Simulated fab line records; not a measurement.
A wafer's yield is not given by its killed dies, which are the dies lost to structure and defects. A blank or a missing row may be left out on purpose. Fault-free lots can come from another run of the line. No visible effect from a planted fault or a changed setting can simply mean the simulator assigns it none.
What tool caused it? -- flow gf180mcu -- 11 lots with 33 wafers sampled at 7 steps, on a route of 602 steps

WHAT THE GAUGES SHOWED, per wafer
GF_NSD_CD_MEAS_07 targets a cd of 400 nm.
lot,measured,on,cdNm (nm)
L695,day 14 07:29,cdSem-01,401.6 400.1 399.9
L698,day 15 03:53,cdSem-02,396.9 397.3 396.9
L701,day 16 08:35,cdSem-02,404.7 405.8 405.8
L702,day 16 14:35,cdSem-01,402.7 402.6 402.8
L703,day 16 22:53,cdSem-01,405.8 405.0 400.7
L704,day 17 08:07,cdSem-01,402.9 402.2 401.6
L707,day 18 11:30,cdSem-01,402.6 405.7 404.6
L708,day 18 12:29,cdSem-01,398.3 396.2 398.6
L713,day 20 11:13,cdSem-02,400.4 400.1 403.1
L714,day 20 22:54,cdSem-01,398.3 397.6 399.9
L716,day 21 07:25,cdSem-01,394.2 394.7 397.3

GF_PSD_TW_MEAS_11.
lot,measured,on,PSD_TW
L695,day 15 05:53,filmMetro-01,3186 3211 3210
L698,day 16 01:41,filmMetro-01,3207 3187 3223
L701,day 17 07:28,filmMetro-01,3188 3188 3197
L702,day 17 13:37,filmMetro-01,3198 3195 3193
L703,day 17 21:59,filmMetro-01,3205 3188 3191
L704,day 18 08:39,filmMetro-01,3225 3243 3229
L707,day 19 12:50,filmMetro-02,3198 3210 3207
L708,day 19 14:14,filmMetro-02,3195 3212 3205
L713,day 21 12:33,filmMetro-01,3448 3473 3442 3470 3463 3461
L714,day 21 23:20,filmMetro-04,3452 3451 3443 3459 3453 3445
L716,day 22 07:12,filmMetro-02,3428 3445 3446 3435 3422 3429

GF_PSD_RS_MEAS_15: measures by four-point-probe.
lot,measured,on,PSD_RS (ohm/sq)
L695,day 15 06:13,filmMetro-04,108.60 108.68 108.96
L698,day 16 02:01,filmMetro-02,108.20 108.58 108.49
L701,day 17 07:48,filmMetro-04,108.36 108.19 108.33
L702,day 17 13:57,filmMetro-02,108.76 108.27 108.63
L703,day 17 22:18,filmMetro-01,108.45 108.60 108.53
L704,day 18 08:59,filmMetro-04,108.03 108.25 108.44
L707,day 19 13:10,filmMetro-04,108.40 108.54 108.74
L708,day 19 14:34,filmMetro-01,108.29 108.53 108.12
L713,day 21 16:52,filmMetro-02,102.16 102.15 101.98 101.88 101.98 101.89
L714,day 22 02:58,filmMetro-04,101.42 101.58 101.65 101.41 101.68 101.51
L716,day 22 09:58,filmMetro-04,101.19 101.44 101.81 101.37 101.51 101.73

GF_CONTACT_BOW_MEAS_05.
lot,measured,on,CONTACT_BOW (um)
L695,day 16 05:29,filmMetro-04,61 75 71
L698,day 17 02:22,filmMetro-03,56 71 69
L701,day 18 08:38,filmMetro-04,74 70 75
L702,day 18 14:56,filmMetro-02,57 66 72
L703,day 19 00:36,filmMetro-04,72 66 53
L704,day 19 10:40,filmMetro-02,67 64 55
L707,day 20 14:45,filmMetro-02,62 53 62
L708,day 20 16:40,filmMetro-02,63 67 67
L713,day 22 13:58,filmMetro-02,71 78 69
L714,day 23 00:48,filmMetro-04,70 65 79
L716,day 23 08:16,filmMetro-04,77 72 61

EACH LOT AND THE TOOL THAT RAN IT (in order: tool; ch and the chambers of the sampled wafers; start)
lot,GF_PSD_IMPLANT_09,GF_PSD_STRIP_10,GF_SALICIDE_SPUTTER_03
L695,"implanter-04 ch 0, day 15 05:38","plasmaAsher-04 ch 0,1, day 15 05:47","pvdSputter-04, day 16 04:27"
L698,"implanter-01 ch 0, day 16 01:26","plasmaAsher-01 ch 0,1, day 16 01:35","pvdSputter-04, day 17 01:09"
L701,"implanter-04 ch 0, day 17 07:14","plasmaAsher-04 ch 0,1, day 17 07:23","pvdSputter-01, day 18 07:33"
L702,"implanter-01 ch 0, day 17 13:23","plasmaAsher-01 ch 0,1, day 17 13:32","pvdSputter-02, day 18 13:52"
L703,"implanter-04 ch 0, day 17 21:44","plasmaAsher-01 ch 1, day 17 21:53","pvdSputter-01, day 18 23:34"
L704,"implanter-01 ch 0, day 18 08:25","plasmaAsher-04 ch 0,1, day 18 08:32","pvdSputter-04, day 19 09:37"
L707,"implanter-03 ch 0, day 19 12:35","plasmaAsher-02 ch 0,1, day 19 12:44","pvdSputter-04, day 20 13:43"
L708,"implanter-01 ch 0, day 19 13:59","plasmaAsher-02 ch 0,1, day 19 14:08","pvdSputter-02, day 20 15:38"
L713,"implanter-01 ch 0, day 21 12:19","plasmaAsher-04 ch 0,1, day 21 12:26","pvdSputter-02, day 22 12:55"
L714,"implanter-01 ch 0, day 21 23:05","plasmaAsher-01 ch 0,1, day 21 23:14","pvdSputter-04, day 22 23:46"
L716,"implanter-01 ch 0, day 22 06:58","plasmaAsher-01 ch 0,1, day 22 07:05","pvdSputter-04, day 23 07:12"
- GF_PSD_IMPLANT_09
- GF_PSD_STRIP_10: strips in O2/N2.
- GF_SALICIDE_SPUTTER_03: material TiN, target thk 20 nm, time 16.7 s.

WHAT THE TOOLS THEMSELVES READ (means of the sampled wafers that have a number; where no wafer has one, the mark that the record gives instead)
GF_PSD_IMPLANT_09.
lot,tool,beamOnS (s),endStationPressureTorr (Torr),faradayCurrentUA
L695,implanter-04,10.11,1.23e-05,8150
L698,implanter-01,9.98,1.17e-05,8276
L701,implanter-04,9.74,1.18e-05,8458
L702,implanter-01,10.02,1.20e-05,8231
L703,implanter-04,10.01,1.20e-05,8222
L704,implanter-01,10.02,1.12e-05,8233
L707,implanter-03,9.89,1.21e-05,8348
L708,implanter-01,10.16,1.10e-05,8125
L713,implanter-01,14.59,1.31e-04,5850
L714,implanter-01,14.98,1.28e-04,5702
L716,implanter-01,14.71,1.32e-04,5822

GF_PSD_STRIP_10.
lot,tool,chamberPressureMTorr (mTorr),drypumpMotorCurrentA (A),heaterPowerW (W),n2FlowSccm (sccm),oesProductAu (a.u.),stripTimeToEndpointS (s)
L695,plasmaAsher-04,1499.2,6.3,307,300.4,0.593,16.52
L698,plasmaAsher-01,1499.2,5.3,375,300.6,0.591,16.49
L701,plasmaAsher-04,1500.3,6.1,313,298.4,0.591,16.51
L702,plasmaAsher-01,1500.7,5.3,372,299.6,0.591,16.56
L703,plasmaAsher-01,1499.9,5.7,336,300.6,0.593,16.51
L704,plasmaAsher-04,1499.7,6.4,300,300.3,0.594,16.49
L707,plasmaAsher-02,1500.1,5.9,332,299.2,0.587,16.54
L708,plasmaAsher-02,1501.3,5.5,328,300.0,0.590,16.48
L713,plasmaAsher-04,1499.8,6.3,302,299.4,0.565,17.83
L714,plasmaAsher-01,1499.9,5.3,378,300.1,0.566,17.79
L716,plasmaAsher-01,1500.1,5.3,382,299.9,0.568,17.79

GF_SALICIDE_SPUTTER_03.
lot,tool,throttleValvePct (%)
L695,pvdSputter-04,30.8
L698,pvdSputter-04,30.4
L701,pvdSputter-01,27.4
L702,pvdSputter-02,30.5
L703,pvdSputter-01,28.8
L704,pvdSputter-04,30.1
L707,pvdSputter-04,30.2
L708,pvdSputter-02,30.7
L713,pvdSputter-02,30.4
L714,pvdSputter-04,30.2
L716,pvdSputter-04,30.7

THE ANSWER, worked out from the rows above alone
Rule: the lots themselves supply what counts as usual. The widest of any qualifying gaps counts: lots, ordered by their means at a reading, are off when they make up no more than a third of the lots, leave a main group of 4 or more, and stand apart from it by 3 or more times the standard deviation of that group's means. Not used: any main group whose means are identical at the precision the tables above print for the reading. A lot without any number at a reading at which 4 lots or more have one is off too. Any other lot the step has rows for is counted as sound. First the gauges in route order, then the tools' own readings, where a lot's mean is used as printed above. The first step at which some lot is off is used, and at that step the reading that is off furthest; a lot without a number counts as furthest.
Off: L713, L714, L716, at GF_PSD_TW_MEAS_11 (PSD_TW). The main group has a mean of 3204 with a standard deviation of 12.
A tool fits if, at a process step before that reading, it ran every lot that is off, and no sound lot after the first of them. The gauges at GF_PSD_TW_MEAS_11 aren't tried: what is off there is off at GF_PSD_IMPLANT_09 too, on other tools, and a gauge's error can't cause that. One fits: implanter-01 at GF_PSD_IMPLANT_09. Its last sound lot is L708 (day 19 13:59), its first lot that is off L713 (day 21 12:19): a fault that began between those two fits.
The tool's own readings at GF_PSD_IMPLANT_09 bear it out: on the lots that are off they differ by more than 5 times the standard deviation of the sound lots' means. beamOnS reads 14.76 s there against 9.99 s on the sound lots; endStationPressureTorr reads 1.30e-04 Torr there against 1.18e-05 Torr on the sound lots; faradayCurrentUA reads 5791 there against 8255 on the sound lots.

WHAT THE SIMULATOR HAD PUT IN
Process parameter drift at GF_PSD_IMPLANT_09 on implanter-01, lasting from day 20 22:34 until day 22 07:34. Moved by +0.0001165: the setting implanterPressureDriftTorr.
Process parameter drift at GF_PSD_IMPLANT_09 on implanter-01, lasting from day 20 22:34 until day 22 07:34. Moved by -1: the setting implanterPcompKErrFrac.
Struck lots among those shown: L713, L714, L716. The rule given above showed the same thing.
